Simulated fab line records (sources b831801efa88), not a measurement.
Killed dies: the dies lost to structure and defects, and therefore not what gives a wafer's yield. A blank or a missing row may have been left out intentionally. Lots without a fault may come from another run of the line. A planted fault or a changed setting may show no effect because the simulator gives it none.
Matching of chambers | flow sky130 | SKY_FIELD_ISO_CMP_27 on cmp-01: 4 sister chambers
The step polishes, stops on Si3N4, t overpolish 16 s, target thk 457.8 nm. 20 wafers are shown with their chamber, then 10 later ones without.

WAFERS, EACH WITH ITS CHAMBER
wafer  | chamber | motor-current-A (A) | time-to-endpoint-s (s) | overpolish-run-s (s)
L249.4 | 1       | 11.8                | 108                    | 16.001
L249.5 | 3       | 14.9                | 114                    | 15.994
L249.6 | 2       | 12.6                | 105                    | 16.014
L247.3 | 1       | 12.1                | 115                    | 16.007
L247.4 | 2       | 12.2                | 114                    | 15.998
L247.6 | 1       | 11.9                | 113                    | 15.989
L254.1 | 0       | 11.5                | 113                    | 16.003
L254.2 | 1       | 12.4                | 117                    | 15.999
L254.4 | 3       | 15.1                | 116                    | 15.998
L255.1 | 0       | 11.3                | 112                    | 15.987
L255.4 | 3       | 14.7                | 121                    | 16.012
L255.6 | 3       | 14.9                | 117                    | 15.998
L257.2 | 3       | 15.4                | 112                    | 16.006
L257.4 | 1       | 12.3                | 108                    | 16.003
L257.5 | 3       | 15.1                | 111                    | 16.006
L256.2 | 2       | 13.3                | 110                    | 15.999
L256.4 | 0       | 12.0                | 115                    | 16.002
L256.6 | 1       | 12.1                | 114                    | 16.022
L258.1 | 0       | 11.2                | 114                    | 16.003
L258.2 | 2       | 12.9                | 111                    | 16.001

SIGNATURES (averages over the wafers above)
reading            | chamber 0 | chamber 1 | chamber 2 | chamber 3 | scatter within a chamber
motor-current-A    | 11.500    | 12.100    | 12.750    | 15.017    | 0.314
time-to-endpoint-s | 113.50    | 112.50    | 110.00    | 115.17    | 3.39
overpolish-run-s   | 15.99875  | 16.00350  | 16.00300  | 16.00233  | 0.00855
Rule: for a wafer and a chamber, the distance is found by dividing, reading by reading, the gap between the wafer's reading and the chamber's mean by the reading's scatter, squaring, summing and taking the root. The wafer belongs to the nearest chamber; if the next one is less than 2 further off, it can't be placed. The scatter: take each reading less its chamber's mean, square it, sum over the shown wafers, divide by the number of wafers less the number of chambers, and take the root.

WAFERS MISSING THEIR CHAMBER
wafer  | motor-current-A (A) | time-to-endpoint-s (s) | overpolish-run-s (s)
L258.3 | 12.6                | 113                    | 15.990
L261.2 | 12.4                | 118                    | 16.013
L261.3 | 11.0                | 121                    | 16.002
L261.5 | 14.8                | 118                    | 16.007
L262.2 | 11.3                | 116                    | 16.003
L262.3 | 14.2                | 115                    | 15.994
L262.4 | 12.7                | 110                    | 15.996
L267.4 | 12.3                | 117                    | 15.999
L267.5 | 12.1                | 120                    | 15.993
L267.6 | 13.1                | 117                    | 15.994

THE CHAMBER EACH PASSED THROUGH
wafer  | from the rows above          | in truth
L258.3 | can't be placed: 2 or 1 or 0 | 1
L261.2 | can't be placed: 1 or 2 or 0 | 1
L261.3 | can't be placed: 0 or 1      | 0
L261.5 | 3                            | 3
L262.2 | can't be placed: 0 or 1      | 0
L262.3 | 3                            | 3
L262.4 | can't be placed: 2 or 1      | 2
L267.4 | can't be placed: 1 or 2 or 0 | 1
L267.5 | can't be placed: 1 or 0 or 2 | 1
L267.6 | can't be placed: 2 or 1      | 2
Correctly placed: 2 of 10. Can't be placed from these rows: 8 (the true chamber is among the candidates in 8). 0 placed wrongly.
